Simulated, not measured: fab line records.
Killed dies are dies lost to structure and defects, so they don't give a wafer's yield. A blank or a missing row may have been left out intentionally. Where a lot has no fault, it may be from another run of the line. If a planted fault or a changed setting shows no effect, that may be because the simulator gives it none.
A lot that was struck, set against a sound lot | flow gf180mcu | 16 out of 602 route steps
Sound: the wafers L977.2, L977.4, L977.6. Struck: wafers L971.1, L971.2, L971.5. Last of all comes the cause.
At each step with rows: each side's tool, then ch and its chambers, then its first start. Under that, the readings that differ: sound wafers | struck wafers | difference of the means | sigmas: that difference in standard deviations of wafers without a fault.
alike: readings with means less than 2 such deviations apart, plus words and numbers identical on both sides. not compared: withheld readings, readings lacking a value on some wafer, bounds such as >300 that could conceal the same value, and numbers that have no deviation in the record and whose values overlap.
A row with sigmas, a row that says differs or no value, or rows on one side alone: a step with any of these is where the two part. Numbers that have no deviation but don't overlap get no sigmas and don't part them. A reading missing from all wafers of one side parts the sides only when that side holds two or more wafers.

GF_HV_LDD_RS_MEAS_53: the measuring method here is four-point-probe.
  struck on film-metro-04, day 14 09:05; sound on film-metro-01, day 16 11:01
  reading            | sound             | struck            | difference | sigmas
  HV_LDD_RS (ohm/sq) | 414.4 416.1 414.8 | 418.3 418.8 418.2 | +3.3       | +3
then, 1 step without rows for these wafers: GF_HV_LDD_CVD_54 (deposits SiO2 from TEOS, target thk 10 nm, time 75 s).
GF_HV_LDD_THK_MEAS_55:
  struck on film-metro-01, day 14 10:45; sound on film-metro-04, day 16 12:08
  alike: HV_LDD_CVD_54_THK
then, 1 step without rows for these wafers: GF_HV_LDD_CVD_56 (deposits Si3N4 from DCS/NH3, target thk 90 nm, time 1543 s).
GF_HV_LDD_THK_MEAS_57:
  struck on film-metro-01, day 14 12:14; sound on film-metro-02, day 16 13:38
  alike: HV_LDD_CVD_56_THK
GF_HV_LDD_ETCHBACK_58: etches Si3N4 in CH3F/O2, stops on SiO2, time 100 s, target depth 90 nm.
  sound on rie-diel-04 ch 1,2,3, day 16 13:41; struck on rie-diel-01 ch 0,1,3, day 14 12:17
  alike: ch3f-flow-sccm, drypump-motor-current-A, oes-product-au, throttle-valve-pct
  not compared: rf-hours-counter-h
then, 6 steps without rows for these wafers: GF_NSD_DEHYDRATE_00 (time 60 s); GF_NSD_HMDS_01 (prime time 60 s); GF_NSD_COAT_02 (resist thk 1000 nm); GF_NSD_SOFTBAKE_03 (time 60 s); GF_NSD_EXPOSE_04 (exposes mask Nplus, target cd 400 nm); GF_NSD_PEB_05.
GF_NSD_DEVELOP_06: develop time 60 s.
  sound on litho-track-02 ch 0, day 17 12:42; struck on litho-track-03 ch 0, day 15 08:49
  alike: resist-line-temp-C
GF_NSD_CD_MEAS_07: target cd 400 nm.
  struck on cd-sem-02, day 15 08:58; sound on cd-sem-02, day 17 12:50
  reading    | sound             | struck            | difference | sigmas
  cd-nm (nm) | 403.1 404.2 399.5 | 411.7 410.6 408.8 | +8.1       | +4
GF_NSD_OVL_MEAS_08:
  struck on overlay-01, day 15 09:05; sound on overlay-02, day 17 12:57
  alike: NSD_OVL
GF_PASSIVATION_PROBE_99:
  the record has rows for the sound wafers here (prober-01, day 32 14:22) and none for the struck ones

== WHERE THEY PART ==
Last at GF_PASSIVATION_PROBE_99 as far as this record goes, first at GF_HV_LDD_RS_MEAS_53.

WHY: what the simulator had put in
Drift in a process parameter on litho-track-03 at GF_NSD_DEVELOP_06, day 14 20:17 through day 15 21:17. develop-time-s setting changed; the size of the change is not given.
